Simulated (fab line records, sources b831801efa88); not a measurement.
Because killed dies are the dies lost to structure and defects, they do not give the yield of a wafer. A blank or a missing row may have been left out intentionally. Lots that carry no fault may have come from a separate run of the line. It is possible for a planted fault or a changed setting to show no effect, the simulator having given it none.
Matching of chambers :: flow gf180mcu :: cmp-02 running GF_V5_CMP_04: 4 sister chambers
The step polishes SiO2. 4 wafers are shown with their chamber, then 11 later ones without.

## WAFERS, EACH WITH ITS CHAMBER
wafer: L087.1
chamber: 2
motor current A (A): 13.0

wafer: L088.3
chamber: 3
motor current A (A): 10.7

wafer: L088.5
chamber: 1
motor current A (A): 11.1

wafer: L088.1
chamber: 0
motor current A (A): 13.8

## WAFERS WITH NO CHAMBER GIVEN
wafer: L088.4
motor current A (A): 12.2

wafer: L088.6
motor current A (A): 12.7

wafer: L089.2
motor current A (A): 11.3

wafer: L089.3
motor current A (A): 14.4

wafer: L089.4
motor current A (A): 11.2

wafer: L090.2
motor current A (A): 11.2

wafer: L090.5
motor current A (A): 10.6

wafer: L090.6
motor current A (A): 14.1

wafer: L091.2
motor current A (A): 10.6

wafer: L091.4
motor current A (A): 12.4

wafer: L091.5
motor current A (A): 11.2

## WHICH CHAMBER EACH WENT THROUGH
wafer: L088.4
from the rows above: can't be placed: 2 or 1 or 3
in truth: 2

wafer: L088.6
from the rows above: 2
in truth: 2

wafer: L089.2
from the rows above: can't be placed: 1 or 3
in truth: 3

wafer: L089.3
from the rows above: 0
in truth: 0

wafer: L089.4
from the rows above: can't be placed: 1 or 3
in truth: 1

wafer: L090.2
from the rows above: can't be placed: 1 or 3
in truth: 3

wafer: L090.5
from the rows above: can't be placed: 3 or 1
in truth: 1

wafer: L090.6
from the rows above: 0
in truth: 0

wafer: L091.2
from the rows above: can't be placed: 3 or 1
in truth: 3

wafer: L091.4
from the rows above: can't be placed: 2 or 1
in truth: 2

wafer: L091.5
from the rows above: can't be placed: 1 or 3
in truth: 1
Correct placement for 3 of the 11. Cannot be placed on the basis of these rows: 8; the candidates contain the true chamber in 8. Placed wrongly: 0.
How it was worked out, from the rows above alone: a wafer's distance from a chamber is the root of the sum, over the readings, of the square of ((its reading less the chamber's mean) divided by the reading's scatter). If the next closest chamber is less than 2 further off than the closest, the wafer can't be placed; otherwise it belongs to the closest. Each chamber's mean is taken over the wafers shown for it. The scatter: with one shown wafer a chamber, the root of the mean of the squares of how far each hidden wafer lies from its nearest shown one.
